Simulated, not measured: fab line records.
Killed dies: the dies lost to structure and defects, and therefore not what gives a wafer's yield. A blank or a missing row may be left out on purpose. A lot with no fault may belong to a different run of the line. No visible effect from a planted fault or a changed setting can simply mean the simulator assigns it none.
Struck lot and sound lot, side by side    flow sky130    15 steps out of a route of 708
Sound: the wafers L487.3, L487.4, L487.6. Wafers L493.3, L493.4, L493.6 were the ones struck. At the end, the cause is stated.
For every step that has rows: the tool of each side, followed by ch and its chambers, followed by its first start. Under that, the readings that differ: sound wafers    struck wafers    difference of the means    sigmas: that difference in standard deviations of wafers without a fault.
alike: words and numbers the same on both sides, and readings whose means are apart by under 2 such deviations; not compared: readings that were withheld, readings missing a value for some wafer, numbers with overlapping values and no deviation given by the record, and bounds like >300 which may hide the same value.
Wherever a step has rows on one side only, a row that says differs or no value, or a row with sigmas, the two part there. Non-overlapping numbers with no deviation appear without sigmas and do not part them. A reading missing from all wafers of one side parts the sides only when that side holds two or more wafers.

SKY_VIA2_STRIP_16: strips in O2/N2.
  sound on plasma-asher-02 ch 0,1, day 36 14:02; struck on plasma-asher-01 ch 0,1, day 38 17:46
  alike: drypump-motor-current-A, oes-product-au, strip-time-to-endpoint-s
  not compared: rf-hours-counter-h
then, 4 steps without rows for these wafers: SKY_VIA2_STRIP_17 (strips in post etch residue remover, time 1200 s); SKY_VIA2_CLEAN_18 (cleans in IPA, time 180 s); SKY_VIA2_CLEAN_19 (cleans in O3/DIW); SKY_VIA2_SPUTTER_20 (material TiN, target thk 20 nm, time 80 s).
SKY_VIA2_CVD_21: deposits W, target thk 420 nm, time 126.4 s.
  sound on cvd-w-02 ch 0,1, day 36 14:43; struck on cvd-w-01 ch 0,1, day 38 18:25
reading             sound         struck       difference  sigmas
heater-power-w (W)  1033 921 998  830 747 859  -172        -2
SKY_VIA2_RS_MEAS_22: measurement is done with a four-point probe.
  sound on film-metro-01, day 36 14:51; struck on film-metro-01, day 38 18:33
  alike: VIA2_W_RS
SKY_VIA2_THK_MEAS_23: measures by xrf.
  sound on film-metro-01, day 36 14:57; struck on film-metro-01, day 38 18:39
  alike: VIA2_W_THK
SKY_VIA2_CMP_24: polishes, stops on SiO2, t overpolish 20 s, target thk 0 nm.
  sound on cmp-01 ch 0,1,2, day 36 15:02; struck on cmp-01 ch 1,3, day 38 18:41
  alike: motor-current-A, overpolish-run-s, slurry-filter-dp-kPa, time-to-endpoint-s
SKY_METAL3_SPUTTER_00: material Ti, target thk 15 nm, time 10 s.
  sound on pvd-sputter-01, day 36 15:17; struck on pvd-sputter-01, day 38 18:59
  alike: cathode-dc-power-W, chamber-pressure-pa, throttle-valve-pct
then, 1 step without rows for these wafers: SKY_METAL3_SPUTTER_01 (material TiN, target thk 20 nm, time 16.7 s).
SKY_METAL3_SPUTTER_02: material AlCu, target thk 735 nm, time 39.1 s.
  sound on pvd-sputter-01, day 36 15:20; struck on pvd-sputter-01, day 38 19:02
  alike: cathode-dc-power-W, chamber-pressure-pa, throttle-valve-pct
SKY_METAL3_SPUTTER_03: material Ti, target thk 5 nm, time 3.3 s.
  sound on pvd-sputter-01, day 36 15:23; struck on pvd-sputter-01, day 38 19:04
  no value came back on the struck wafers for cathode-dc-power-W (W), chamber-pressure-pa (Pa), throttle-valve-pct (%); on the sound wafers cathode-dc-power-W (W) reads 3000.4 3000.3 3000.1
then, 1 step without rows for these wafers: SKY_METAL3_SPUTTER_04 (material TiN, target thk 70 nm, time 58.3 s).
-- the record jumps here: 9 days lie between the struck wafers' starts before and after (it left off in module METAL3 and takes up again in module PAD_OPEN, whose first step shown is number 708 of the route) --
SKY_PAD_OPEN_PROBE_99:
  sound on prober-02, day 45 23:00; struck on prober-02, day 47 16:39
reading                        sound              struck             difference  sigmas
model.etest.via3-chain.rc-ohm  9.916 9.395 9.167  11.25 11.85 11.51  +2.04       
  alike: defect-limited-yield, killed_at_M0_to_M3, killed_at_M4_up, killed-at-contacts, killed-at-front-end, killed-at-other, killed-dies, killed-open, killed-short, sort_bin_3_pad_short, sort_bin_5_function, sort_bin_6_memory, sort-n-pass, sort-yield-pct

== WHERE THEY PART ==
At SKY_VIA2_CVD_21 first; at SKY_METAL3_SPUTTER_03 last (within this record only). Later steps at which nothing parts them and some readings are alike: SKY_PAD_OPEN_PROBE_99.

WHY: the cause the simulator had injected
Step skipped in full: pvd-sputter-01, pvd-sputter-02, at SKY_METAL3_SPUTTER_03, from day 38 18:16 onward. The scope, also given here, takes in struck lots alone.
